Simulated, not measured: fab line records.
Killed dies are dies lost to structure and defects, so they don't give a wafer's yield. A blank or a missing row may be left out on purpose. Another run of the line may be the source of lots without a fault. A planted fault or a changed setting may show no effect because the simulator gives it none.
Which tool did it? -- flow gf180mcu -- Sampling: 12 lots, 34 wafers, 4 of 602 route steps

== WHAT THE GAUGES SHOWED, per wafer ==
GF_M1_THK_MEAS_06: measures by xrf.
lot,measured,on,M1_ALCU_THK (nm)
L126,day 16 04:28,filmMetro-01,463 451 454
L127,day 16 13:21,filmMetro-04,452 461 455
L128,day 16 23:51,filmMetro-01,452 449 451
L131,day 18 00:38,filmMetro-04,459 451 459
L132,day 18 09:18,filmMetro-01,450 450 449
L133,day 18 18:25,filmMetro-04,448 448 456
L134,day 19 04:20,filmMetro-01,465 466 459
L142,day 21 21:38,filmMetro-01,459 458
L143,day 22 12:50,filmMetro-04,447 445
L147,day 23 12:39,filmMetro-02,442 439 442
L148,day 23 21:08,filmMetro-02,447 446 446
L149,day 24 07:36,filmMetro-04,453 446 448

GF_M1_CD_MEAS_14: target cd 230 nm.
lot,measured,on,cdNm (nm)
L126,day 17 02:28,cdSem-01,229.0 229.4 228.9
L127,day 17 11:51,cdSem-02,228.7 230.0 228.6
L128,day 17 22:33,cdSem-02,230.0 229.4 229.5
L131,day 18 23:24,cdSem-02,230.9 229.7 230.7
L132,day 19 09:37,cdSem-01,228.6 227.0 229.6
L133,day 19 19:05,cdSem-02,229.0 230.7 229.7
L134,day 20 04:37,cdSem-01,227.6 229.3 228.4
L142,day 22 20:41,cdSem-01,231.5 229.4
L143,day 23 10:45,cdSem-01,228.8 228.3
L147,day 24 11:02,cdSem-01,228.4 229.7 229.3
L148,day 24 19:17,cdSem-02,229.1 228.4 228.8
L149,day 25 05:19,cdSem-01,228.6 229.2 229.3

GF_V1_THK_MEAS_03.
lot,measured,on,V1_CVD_02_THK (nm)
L126,day 17 03:35,filmMetro-02,823 837 840
L127,day 17 12:52,filmMetro-01,841 835 847
L128,day 17 23:40,filmMetro-01,830 854 847
L131,day 19 00:26,filmMetro-01,867 851 873
L132,day 19 10:40,filmMetro-03,824 831 835
L133,day 19 20:16,filmMetro-03,827 833 850
L134,day 20 05:38,filmMetro-01,852 838 859
L142,day 22 21:44,filmMetro-03,844 368
L143,day 23 11:53,filmMetro-01,833 349
L147,day 24 12:12,filmMetro-02,835 844 364
L148,day 24 20:25,filmMetro-03,861 874 876
L149,day 25 06:22,filmMetro-01,851 868 861

== TOOL THAT RAN EACH LOT (tool first, then ch and the chambers of the sampled wafers, then the start) ==
lot,GF_V1_CVD_02
L126,"pecvd-03 ch 0,1,2, day 17 03:30"
L127,"pecvd-03 ch 0,1,2, day 17 12:49"
L128,"pecvd-02 ch 1,2, day 17 23:33"
L131,"pecvd-02 ch 0,2, day 19 00:22"
L132,"pecvd-03 ch 0,1, day 19 10:34"
L133,"pecvd-03 ch 1,2, day 19 20:11"
L134,"pecvd-02 ch 0,2, day 20 05:33"
L142,"pecvd-03 ch 1,2, day 22 21:38"
L143,"pecvd-03 ch 1,2, day 23 11:47"
L147,"pecvd-03 ch 0,1, day 24 12:07"
L148,"pecvd-02 ch 0,1, day 24 20:19"
L149,"pecvd-02 ch 0,1, day 25 06:17"
- GF_V1_CVD_02: deposits SiO2 from TEOS, target thk 850 nm, time 94.851 s.

== AS READ BY THE TOOLS THEMSELVES (means over the sampled wafers that have a number; for cases with no such wafer, the mark the record gives instead) ==
GF_V1_CVD_02.
lot,tool,heaterPowerW (W),rfFwdPowerW (W),runLengthS (s)
L126,pecvd-03,602,593.9,123.0
L127,pecvd-03,571,597.5,123.1
L128,pecvd-02,621,598.2,123.6
L131,pecvd-02,605,594.1,123.2
L132,pecvd-03,578,598.5,122.9
L133,pecvd-03,633,597.1,123.1
L134,pecvd-02,606,597.5,123.2
L142,pecvd-03,650,596.2,95.8
L143,pecvd-03,642,593.8,95.8
L147,pecvd-03,651,597.5,104.8
L148,pecvd-02,535,594.4,123.5
L149,pecvd-02,593,596.9,123.0

== THE ANSWER, worked out from the rows above alone ==
Rule: usual is defined by the lots themselves. Put in order of their means at a reading, lots are off if they are a third of the lots or fewer, leave a main group of 4 or more, and stand apart from it by a gap of 3 or more times the standard deviation of the main group's means; of several such gaps the widest counts. A main group is skipped when, at the precision printed for the reading in the tables above, its means are all equal. Also off: a lot with no number at a reading for which 4 or more lots have one. All remaining lots with rows at the step are treated as sound. Order of review: gauges by route order, followed by the tools' own readings, for which a lot's mean as printed above is used. The first step at which some lot is off is used, and at that step the reading that is off furthest; a lot without a number counts as furthest.
Off: at GF_V1_THK_MEAS_03 (V1_CVD_02_THK), L142, L143, L147. Mean 848 nm and standard deviation 13 in the main group.
A tool fits if, at a process step before that reading, it ran every lot that is off, and no sound lot after the first of them. The gauges at GF_V1_THK_MEAS_03 aren't tried: what is off there is off at GF_V1_CVD_02 too, on other tools, and a gauge's error can't cause that. One fits: GF_V1_CVD_02 on pecvd-03. Its last sound lot is L133 (day 19 20:11), its first lot that is off L142 (day 22 21:38): a fault that began between those two fits.
The tool's own readings at GF_V1_CVD_02 bear it out: on the lots that are off they differ by more than 5 times the standard deviation of the sound lots' means. runLengthS reads 98.8 s there against 123.2 s on the sound lots.

== WHAT THE SIMULATOR PUT IN ==
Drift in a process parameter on pecvd-03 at GF_V1_CVD_02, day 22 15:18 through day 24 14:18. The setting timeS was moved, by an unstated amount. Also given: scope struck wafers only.
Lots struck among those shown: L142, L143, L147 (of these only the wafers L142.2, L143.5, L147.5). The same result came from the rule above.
